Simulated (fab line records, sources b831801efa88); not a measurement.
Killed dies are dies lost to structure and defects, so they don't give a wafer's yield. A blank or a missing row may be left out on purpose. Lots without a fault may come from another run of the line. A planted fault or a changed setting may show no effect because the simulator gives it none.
Chamber matching | flow gf180mcu | GF_V4_CVD_02 on pecvd-04: 3 sister chambers
The step deposits SiO2 from TEOS, target thk 850 nm, time 94.851 s. 16 wafers are shown with their chamber, then 7 later ones without.

WAFERS WITH THEIR CHAMBER
wafer  | chamber | heater_power_w (W) | heater_power_outer_w (W) | susceptor_temp_C (C)
L301.4 | 1       | 673                | 392                      | 399.66
L301.5 | 2       | 576                | 354                      | 399.84
L301.6 | 0       | 622                | 363                      | 400.15
L304.1 | 0       | 669                | 386                      | 399.72
L304.2 | 1       | 681                | 388                      | 399.72
L304.4 | 2       | 559                | 347                      | 400.05
L305.1 | 0       | 611                | 356                      | 399.68
L305.4 | 1       | 725                | 445                      | 399.84
L305.6 | 2       | 704                | 453                      | 399.95
L306.1 | 0       | 544                | 302                      | 400.34
L306.4 | 0       | 626                | 340                      | 400.00
L306.5 | 2       | 563                | 349                      | 399.88
L308.2 | 2       | 708                | 466                      | 400.37
L308.4 | 0       | 547                | 297                      | 400.05
L308.6 | 1       | 705                | 411                      | 400.16
L311.3 | 2       | 685                | 444                      | 400.05

SIGNATURES (means of the wafers above)
reading              | chamber 0 | chamber 1 | chamber 2 | scatter within a chamber
heater_power_w       | 603.17    | 696.00    | 632.50    | 55.9
heater_power_outer_w | 340.67    | 409.00    | 402.17    | 43.7
susceptor_temp_C     | 399.9900  | 399.8450  | 400.0233  | 0.224
Rule: a wafer's distance from a chamber is the root of the sum, over the readings, of the square of ((its reading less the chamber's mean) divided by the reading's scatter). The wafer belongs to the nearest chamber; if the next one is less than 2 further off, it can't be placed. The scatter: the root of (the sum of the squares of (reading less its chamber's mean) over the shown wafers, divided by (wafers less chambers)).

WAFERS WITHOUT THEIR CHAMBER
wafer  | heater_power_w (W) | heater_power_outer_w (W) | susceptor_temp_C (C)
L311.4 | 583                | 361                      | 400.03
L311.5 | 676                | 379                      | 400.27
L312.1 | 658                | 420                      | 400.10
L312.5 | 540                | 291                      | 399.84
L312.6 | 705                | 452                      | 400.16
L319.3 | 615                | 342                      | 399.80
L319.6 | 697                | 432                      | 400.13

WHICH CHAMBER EACH WENT THROUGH
wafer  | from the rows above          | in truth
L311.4 | can't be placed: 0 or 2 or 1 | 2
L311.5 | can't be placed: 2 or 0 or 1 | 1
L312.1 | can't be placed: 2 or 1 or 0 | 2
L312.5 | can't be placed: 0 or 2      | 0
L312.6 | can't be placed: 1 or 2 or 0 | 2
L319.3 | can't be placed: 0 or 2 or 1 | 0
L319.6 | can't be placed: 1 or 2 or 0 | 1
Placed correctly: 0 of 7. Can't be placed from these rows: 7 (the true chamber is among the candidates in 7). Placed wrongly: 0.
